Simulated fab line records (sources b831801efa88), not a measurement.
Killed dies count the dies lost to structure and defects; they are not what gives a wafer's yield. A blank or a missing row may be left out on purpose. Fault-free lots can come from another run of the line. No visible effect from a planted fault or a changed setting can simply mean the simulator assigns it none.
Comparing a struck lot with a sound one | flow gf180mcu | 20 out of 602 route steps
Sound: the wafers L970.2, L970.4, L970.5. The struck wafers were L979.2, L979.3, L979.4. At the end, the cause is stated.
For every step that has rows: the tool of each side, followed by ch and its chambers, followed by its first start. Under that, the readings that differ: sound wafers | struck wafers | difference of the means | sigmas: that difference in standard deviations of wafers without a fault.
alike: readings with means less than 2 such deviations apart, plus words and numbers identical on both sides. not compared: withheld readings, readings lacking a value on some wafer, bounds such as >300 that could conceal the same value, and numbers that have no deviation in the record and whose values overlap.
A row with sigmas, a row that says differs or no value, or rows on one side alone: a step with any of these is where the two part. When numbers do not overlap yet have no deviation, they are printed without sigmas and do not part them. Lack of a reading on every wafer of one side parts them only where that side has two or more wafers.

first, 1 step without rows for these wafers: GF_POLY_GATE_CVD_00 (deposits poly-Si, target thk 200 nm, time 1200 s).
GF_POLY_GATE_THK_MEAS_01:
  struck on film-metro-02, day 12 15:16; sound on film-metro-02, day 9 22:36
  alike: POLY_GATE_CVD_00_THK
then, 8 steps without rows for these wafers: GF_POLY_GATE_DEHYDRATE_02 (time 60 s); GF_POLY_GATE_HMDS_03 (prime time 60 s); GF_POLY_GATE_COAT_04; GF_POLY_GATE_COAT_05 (resist thk 700 nm); GF_POLY_GATE_SOFTBAKE_06 (time 60 s); GF_POLY_GATE_EXPOSE_07 (exposes mask Poly2, target cd 280 nm); GF_POLY_GATE_PEB_08 (peb time 90 s); GF_POLY_GATE_DEVELOP_09 (develop time 60 s).
GF_POLY_GATE_CD_MEAS_10 targets a cd of 280 nm.
  struck on cd-sem-01, day 13 11:28; sound on cd-sem-01, day 10 16:29
  alike: cd-nm
GF_POLY_GATE_OVL_MEAS_11:
  struck on overlay-01, day 13 11:34; sound on overlay-01, day 10 16:35
  alike: POLY_GATE_OVL
GF_POLY_GATE_ETCH_12: etches BARC in N2/H2.
  sound on rie-diel-04 ch 0,2,3, day 10 16:37; struck on rie-diel-03 ch 0,1,2, day 13 11:36
  no value came back on the struck wafers for any of 6 readings (bias-w (W), chamber-pressure-mTorr (mTorr) and others); on the sound wafers bias-w (W) reads 100.2 99.8 99.9
GF_POLY_GATE_ETCH_13: etches poly-Si in HBr/Cl2, stops on SiO2, target depth 198.5 nm, time 69.6 s.
  sound on rie-si-02 ch 0,3, day 10 16:40; struck on rie-si-02 ch 1,2, day 13 11:39
  reading               | sound             | struck            | difference | sigmas
  oes-product-au (a.u.) | 0.990 0.994 0.996 | 0.267 0.274 0.274 | -0.722     | -99 or more
  alike: HBr_flow_sccm, bias-w, drypump-motor-current-A, throttle-valve-pct
  not compared: rf-hours-counter-h
GF_POLY_GATE_STRIP_14: strips in O2/N2.
  sound on plasma-asher-01 ch 0,1, day 10 16:43; struck on plasma-asher-04 ch 0,1, day 13 11:42
  reading               | sound             | struck            | difference | sigmas
  oes-product-au (a.u.) | 0.495 0.504 0.495 | 0.528 0.532 0.521 | +0.029     | +6
  alike: drypump-motor-current-A, heater-power-w, platen-temp-c
  not compared: rf-hours-counter-h
then, 2 steps without rows for these wafers: GF_POLY_GATE_CLEAN_15 (cleans in SC1/SC2, time 150 s); GF_POLY_GATE_OXIDATION_16 (stabilise 600 s, purge 300 s, target thk 4 nm).
GF_POLY_GATE_THK_MEAS_17:
  struck on film-metro-02, day 13 13:07; sound on film-metro-03, day 10 20:01
  alike: POLY_GATE_OXIDATION_THK
GF_POLY_GATE_CD_MEAS_18:
  struck on cd-sem-01, day 13 13:12; sound on cd-sem-02, day 10 20:05
  reading    | sound             | struck | difference                    | sigmas
  cd-nm (nm) | 280.6 281.3 279.2 | - - -  | no value on the struck wafers |
then, 1 step without rows for these wafers: GF_HV_LDD_DEHYDRATE_00 (time 60 s).

## WHERE THEY PART
First at GF_POLY_GATE_ETCH_12; last, within this record, at GF_POLY_GATE_CD_MEAS_18.

WHY: what the simulator had put in
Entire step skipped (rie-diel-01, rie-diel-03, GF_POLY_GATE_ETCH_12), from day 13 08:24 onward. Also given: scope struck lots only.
